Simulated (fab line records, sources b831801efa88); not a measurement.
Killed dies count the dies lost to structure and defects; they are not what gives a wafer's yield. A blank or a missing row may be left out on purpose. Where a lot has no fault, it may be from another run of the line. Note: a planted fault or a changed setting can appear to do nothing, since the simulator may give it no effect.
Chamber matching ; flow sky130 ; cmp-01 running SKY_VIA2_CMP_24: 4 sister chambers
The step polishes, stops on SiO2, t overpolish 20 s, target thk 0 nm. 8 wafers are shown with their chamber, then 7 later ones without.

== WAFERS, EACH WITH ITS CHAMBER ==
wafer;chamber;motor current A (A);time to endpoint s (s)
L864.5;2;12.4;98
L865.2;1;10.8;105
L865.3;3;9.9;106
L869.2;2;12.0;107
L869.3;1;11.3;112
L869.5;0;9.3;109
L882.1;3;10.5;99
L882.2;0;9.9;98

== WAFERS MISSING THEIR CHAMBER ==
wafer;motor current A (A);time to endpoint s (s)
L882.3;11.2;106
L884.2;10.0;95
L884.3;11.9;96
L884.6;9.9;99
L883.3;11.5;102
L883.5;10.0;97
L883.6;11.7;97

== WHICH CHAMBER EACH ONE RAN IN ==
wafer;from the rows above;in truth
L882.3;1;1
L884.2;can't be placed: 3 or 0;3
L884.3;can't be placed: 2 or 1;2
L884.6;can't be placed: 3 or 0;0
L883.3;can't be placed: 1 or 2 or 3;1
L883.5;can't be placed: 3 or 0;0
L883.6;can't be placed: 2 or 1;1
Placed correctly: 1 of 7. These rows do not allow placing 6 (true chamber among the candidates in 6). 0 placed wrongly.
How it was worked out, from the rows above alone: a wafer's distance from a chamber is the root of the sum, over the readings, of the square of ((its reading less the chamber's mean) divided by the reading's scatter). If the next closest chamber is less than 2 further off than the closest, the wafer can't be placed; otherwise it belongs to the closest. For every chamber, the mean is computed from those of its wafers that are shown. The scatter: the root of (the sum of the squares of (reading less its chamber's mean) over the shown wafers, divided by (wafers less chambers)).
